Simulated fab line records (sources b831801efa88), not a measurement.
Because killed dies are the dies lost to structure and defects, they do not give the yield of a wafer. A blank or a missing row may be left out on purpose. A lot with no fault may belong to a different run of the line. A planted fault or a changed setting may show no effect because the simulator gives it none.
Split-lot experiment	flow sky130	on a route of 708 steps: 5 lots, 23 wafers read

SPLIT DETAILS
At SKY_LDD_HVN_IMPLANT_08, the setting energy-kev was moved away from the recipe's 60 on 7 of the 23 wafers read, by -5.7% to +4.1%. All remaining wafers had this setting at the recipe value.

The split's own step is where the reading is taken.

THE READING
In nm, at SKY_LDD_HVN_IMPLANT_08: implant.drp-nm, which is the simulator's own figure and was read by no gauge. The file does not state a usual value for it.

wafer	tool, chamber at the split	energy-kev as run	against the recipe	implant.drp-nm, nm	against lot-mates on the recipe
L074.1	implanter-02, 0	60	recipe	28.15	-
L074.4	implanter-02, 0	60	recipe	28.15	-
L074.5	implanter-02, 0	60	recipe	28.15	-
L078.1	implanter-02, 0	60	recipe	28.15	-
L078.2	implanter-02, 0	60	recipe	28.15	-
L078.3	implanter-02, 0	60	recipe	28.15	-
L078.4	implanter-02, 0	60	recipe	28.15	-
L078.5	implanter-02, 0	60	recipe	28.15	-
L075.1	implanter-03, 0	60	recipe	28.15	-
L075.3	implanter-03, 0	60	recipe	28.15	-
L075.4	implanter-03, 0	60	recipe	28.15	-
L075.2	implanter-03, 0	56.58	-5.7%	26.78	-1.37
L075.5	implanter-03, 0	56.58	-5.7%	26.78	-1.37
L080.1	implanter-04, 0	59.05	-1.6%	27.77	-0.38
L080.2	implanter-04, 0	59.05	-1.6%	27.77	-0.38
L080.3	implanter-04, 0	60	recipe	28.15	-
L080.5	implanter-04, 0	60	recipe	28.15	-
L080.6	implanter-04, 0	60	recipe	28.15	-
L084.1	implanter-02, 0	60	recipe	28.15	-
L084.6	implanter-02, 0	60	recipe	28.15	-
L084.3	implanter-02, 0	62.47	+4.1%	29.16	+1.01
L084.4	implanter-02, 0	62.47	+4.1%	29.16	+1.01
L084.5	implanter-02, 0	62.47	+4.1%	29.16	+1.01

FIT RESULTS
A straight line over all 23 wafers: implant.drp-nm changes by +0.242 nm for each +1% of energy-kev; r = +1.00; the points scatter about the line by 0.0051 nm.
The same after taking each lot's own level away (the mean of its wafers on the recipe; 23 wafers): +0.242 nm for each +1%; r = +1.00; scatter 0.0051 nm.
Per that fit: largest energy-kev move, reading shift of 1.4 nm.
The lots' own levels span 28.150 to 28.150 nm.
Consequently the slope shifts little with the lot-to-lot level, the two slopes agreeing.
Check: for one of the wafers moved furthest among these (-5.7%), held out of the fit, the line's prediction against its lot-mates is -1.38 nm. Against them it came out at -1.37 nm.

THESE WAFERS: OTHER SPLITS
Before the reading, these wafers also passed through other splits. Each is held against what the fit with the lots' levels taken away leaves over:
other split on the same wafers	wafers away from the commonest value	r with implant.drp-nm (lot level and that fit taken away)
SKY_SONOS_TUNNEL_IMPLANT_09 energy-kev	10	+0.02
SKY_GATE_OXIDE_OXIDATION_01 temp-c	15	-0.48
SKY_GATE_OXIDE_IMPLANT_11 energy-kev	8	-0.09
SKY_POLY_GATE_EXPOSE_10 dose-mj	11	+0.40
SKY_POLY_GATE_ETCH_15 source-w	11	+0.24
SKY_POLY_GATE_STRIP_18 power-w	6	+0.04
SKY_LDD_P_IMPLANT_09 dose-cm2	6	+0.15

THE WHOLE CHAIN: every reading that the file lists as answering this split, in the file's order
step	what it does	reading	change (the file's fit)	r (the file's)
SKY_LDD_HVN_IMPLANT_08		implant.rp-nm (the simulator's own value, which no gauge read)	+0.559 nm for each +1% of the setting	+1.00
SKY_LDD_HVN_IMPLANT_08		implant.drp-nm (the simulator's own value, which no gauge read)	+0.241 nm for each +1% of the setting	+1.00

FILE'S OWN FIT
implant.drp-nm changes by +0.241 nm for each +1% of energy-kev, r = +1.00.
